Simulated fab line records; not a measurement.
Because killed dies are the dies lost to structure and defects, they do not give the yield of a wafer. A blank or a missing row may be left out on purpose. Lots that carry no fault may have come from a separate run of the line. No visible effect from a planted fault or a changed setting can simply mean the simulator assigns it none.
A struck lot beside a sound one + flow sky130 + 17 out of 708 route steps
Sound: these wafers, L796.2, L796.4, L796.5. Wafers struck: L814.1, L814.5, L814.6. At the end, the cause is stated.
At each step with rows: each side's tool, then ch and its chambers, then its first start. Under that, the readings that differ: sound wafers + struck wafers + difference of the means + sigmas: that difference in standard deviations of wafers without a fault.
alike: readings whose means differ by less than 2 such deviations, and words and numbers that are the same on both sides. not compared: withheld readings, readings that some wafer has no value for, bounds like >300 that may hide the same value, and numbers for which the record gives no deviation and whose values overlap.
Wherever a step has rows on one side only, a row that says differs or no value, or a row with sigmas, the two part there. Numbers that have no deviation but don't overlap get no sigmas and don't part them. A reading missing from all wafers of one side parts the sides only when that side holds two or more wafers.

first, 2 steps without rows for these wafers: SKY_LOCAL_INTERCONNECT_PEB_09; SKY_LOCAL_INTERCONNECT_DEVELOP_10 (develop time 60 s).
SKY_LOCAL_INTERCONNECT_CD_MEAS_11: target cd 170 nm.
  sound on cd-sem-02, day 30 08:39; struck on cd-sem-02, day 36 12:08
  alike: cd-nm
SKY_LOCAL_INTERCONNECT_OVL_MEAS_12:
  sound on overlay-02, day 30 08:45; struck on overlay-02, day 36 12:15
  alike: LOCAL_INTERCONNECT_OVL
SKY_LOCAL_INTERCONNECT_ETCH_13: etches BARC in N2/H2, stops on SiO2, time 45.9 s, target depth 60 nm.
  sound on rie-metal-02 ch 0,1, day 30 08:47; struck on rie-metal-03 ch 0,1, day 36 12:17
  alike: drypump-motor-current-A, oes-product-au, throttle-valve-pct
  not compared: rf-hours-counter-h
SKY_LOCAL_INTERCONNECT_METAL_ETCH_14: etches TiN in Cl2/BCl3, stops on PSG, target depth 110 nm, time 31.4 s.
  sound on rie-metal-02 ch 0,1, day 30 08:51; struck on rie-metal-03 ch 0,1, day 36 12:21
  alike: drypump-motor-current-A, oes-product-au, throttle-valve-pct
  not compared: rf-hours-counter-h
SKY_LOCAL_INTERCONNECT_STRIP_15: strips in O2/N2.
  sound on plasma-asher-04 ch 0,1, day 30 08:54; struck on plasma-asher-03 ch 0,1, day 36 12:24
  alike: drypump-motor-current-A, o2-flow-sccm, oes-product-au, strip-time-to-endpoint-s
  not compared: rf-hours-counter-h
then, 3 steps without rows for these wafers: SKY_LOCAL_INTERCONNECT_STRIP_16 (strips in post etch residue remover, time 1200 s); SKY_LOCAL_INTERCONNECT_CLEAN_17 (cleans in IPA, time 180 s); SKY_LOCAL_INTERCONNECT_CLEAN_18 (cleans in O3/DIW).
SKY_CONTACT_CVD_00: deposits Si3N4, target thk 75 nm.
  sound on pecvd-04 ch 0,1,2, day 30 09:29; struck on pecvd-03 ch 0,1, day 36 13:04
  alike: heater-power-outer-w, heater-power-w, susceptor-temp-C
SKY_CONTACT_THK_MEAS_01:
  sound on film-metro-04, day 30 09:32; struck on film-metro-03, day 36 13:07
| reading                 | sound          | struck         | difference | sigmas |
|-------------------------|----------------|----------------|------------|--------|
| CONTACT_CVD_00_THK (nm) | 76.6 76.5 77.0 | 73.2 74.6 74.3 | -2.7       | -2     |
SKY_CONTACT_HDPCVD_02: deposits SiO2, target thk 565 nm, time 94.2 s.
  sound on hdpcvd-01 ch 0,1,2, day 30 09:35; struck on hdpcvd-02 ch 0,1, day 36 13:11
| reading                                     | sound             | struck            | difference | sigmas |
|---------------------------------------------|-------------------|-------------------|------------|--------|
| sih4-flow-sccm (sccm)                       | 59.98 60.19 59.98 | 71.65 72.01 72.11 | +11.87     | +74    |
| model.SiO2_of_CONTACT_HDPCVD_02.thk-nm (nm) | 574.9 569.9 577.8 | 684.5 685.3 683   | +110.1     |        |
  alike: susceptor-temp-C
SKY_CONTACT_THK_MEAS_03:
  sound on film-metro-02, day 30 09:40; struck on film-metro-02, day 36 13:15
| reading                 | sound       | struck      | difference | sigmas |
|-------------------------|-------------|-------------|------------|--------|
| CONTACT_HDPCVD_THK (nm) | 574 570 578 | 685 685 682 | +110       | +17    |
SKY_CONTACT_CMP_04: polishes SiO2.
  sound on cmp-01 ch 0,2,3, day 30 09:49; struck on cmp-02 ch 0,1,3, day 36 13:25
| reading                | sound    | struck      | difference | sigmas |
|------------------------|----------|-------------|------------|--------|
| time-to-endpoint-s (s) | 81 82 87 | 130 126 124 | +43        | +9     |
  alike: motor-current-A
SKY_CONTACT_BOW_MEAS_05:
  sound on film-metro-03, day 30 10:02; struck on film-metro-03, day 36 13:37
  alike: CONTACT_BOW
SKY_PAD_OPEN_PROBE_99:
  the record holds rows for the sound wafers here (prober-01, day 45 17:19) but none for the struck ones

## WHERE THEY PART
First at SKY_CONTACT_THK_MEAS_01; last, within this record, at SKY_PAD_OPEN_PROBE_99.

WHY: the cause the simulator had injected
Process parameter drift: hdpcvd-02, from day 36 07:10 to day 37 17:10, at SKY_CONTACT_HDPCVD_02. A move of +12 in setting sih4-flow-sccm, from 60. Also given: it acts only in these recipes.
